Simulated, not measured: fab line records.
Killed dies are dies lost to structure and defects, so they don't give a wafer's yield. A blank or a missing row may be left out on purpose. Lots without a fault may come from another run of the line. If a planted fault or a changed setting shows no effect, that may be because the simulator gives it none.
Comparing a struck lot with a sound one || flow gf180mcu || 14 out of 602 route steps
Sound: the wafers L761.2, L761.4, L761.6. The struck wafers were L769.1, L769.2, L769.5. The cause comes at the end.
At each step with rows: each side's tool, then ch and its chambers, then its first start. Under that, the readings that differ: sound wafers || struck wafers || difference of the means || sigmas: that difference in standard deviations of wafers without a fault.
alike: words and numbers the same on both sides, and readings whose means are apart by under 2 such deviations; not compared: readings that were withheld, readings missing a value for some wafer, numbers with overlapping values and no deviation given by the record, and bounds like >300 which may hide the same value.
Wherever a step has rows on one side only, a row that says differs or no value, or a row with sigmas, the two part there. Numbers that don't overlap but have no deviation are shown without sigmas and don't part them. A reading that every wafer of one side lacks parts them only if that side has two wafers or more.

GF_SAB_THK_MEAS_01:
  sound on filmMetro-02, day 14 05:07; struck on filmMetro-02, day 16 19:14
  alike: SAB_CVD_00_THK
then, 7 steps without rows for these wafers: GF_SAB_DEHYDRATE_02 (time 60 s); GF_SAB_HMDS_03 (prime time 60 s); GF_SAB_COAT_04 (resist thk 1000 nm); GF_SAB_SOFTBAKE_05 (time 60 s); GF_SAB_EXPOSE_06 (exposes mask SAB, target cd 420 nm); GF_SAB_PEB_07; GF_SAB_DEVELOP_08 (develop time 60 s).
GF_SAB_CD_MEAS_09 targets a cd of 420 nm.
  sound on cdSem-02, day 15 02:20; struck on cdSem-01, day 17 17:09
  alike: cdNm
GF_SAB_OVL_MEAS_10:
  sound on overlay-01, day 15 02:26; struck on overlay-01, day 17 17:16
  alike: SAB_OVL
GF_SAB_ETCH_11: etches SiO2 in C4F8/O2/Ar, target depth 55 nm, time 8.5 s.
  sound on rieDiel-01 ch 2,3, day 15 02:28; struck on rieDiel-01 ch 0,1,2, day 17 17:18
  alike: oesProductAu
  not compared: rfHoursCounterH
then, 1 step without rows for these wafers: GF_SAB_WET_ETCH_12 (etches SiO2 in dHF, target depth 22 nm, time 440 s).
GF_SAB_STRIP_13: strips in O2/N2.
  sound on plasmaAsher-01 ch 0,1, day 15 02:37; struck on plasmaAsher-04 ch 0,1, day 17 17:28
  no value came back on the struck wafers for any of 6 readings (chamberPressureMTorr (mTorr), drypumpMotorCurrentA (A) and others); on the sound wafers chamberPressureMTorr (mTorr) reads 1498.8 1501.8 1501.2
{"reading": "model.NOVOLAK_of_SAB_COAT_04.thkNm (nm)", "sound": "0 0 0", "struck": "994.9 990.2 989.2", "difference": "+991.4", "sigmas": ""}
  not compared: rfHoursCounterH
-- the record jumps here: 14 days lie between the struck wafers' starts before and after (it left off in module SAB and takes up again in module PASSIVATION, whose first step shown is number 602 of the route) --
GF_PASSIVATION_PROBE_99:
  rows exist in the record for the struck wafers here (prober-01, day 31 05:54), but not for the sound ones

== WHERE THEY PART ==
At GF_SAB_STRIP_13 first; at GF_PASSIVATION_PROBE_99 last (within this record only).

WHY: what the simulator had put in
Beginning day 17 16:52, the whole step at GF_SAB_STRIP_13 was skipped on plasmaAsher-04. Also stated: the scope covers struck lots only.
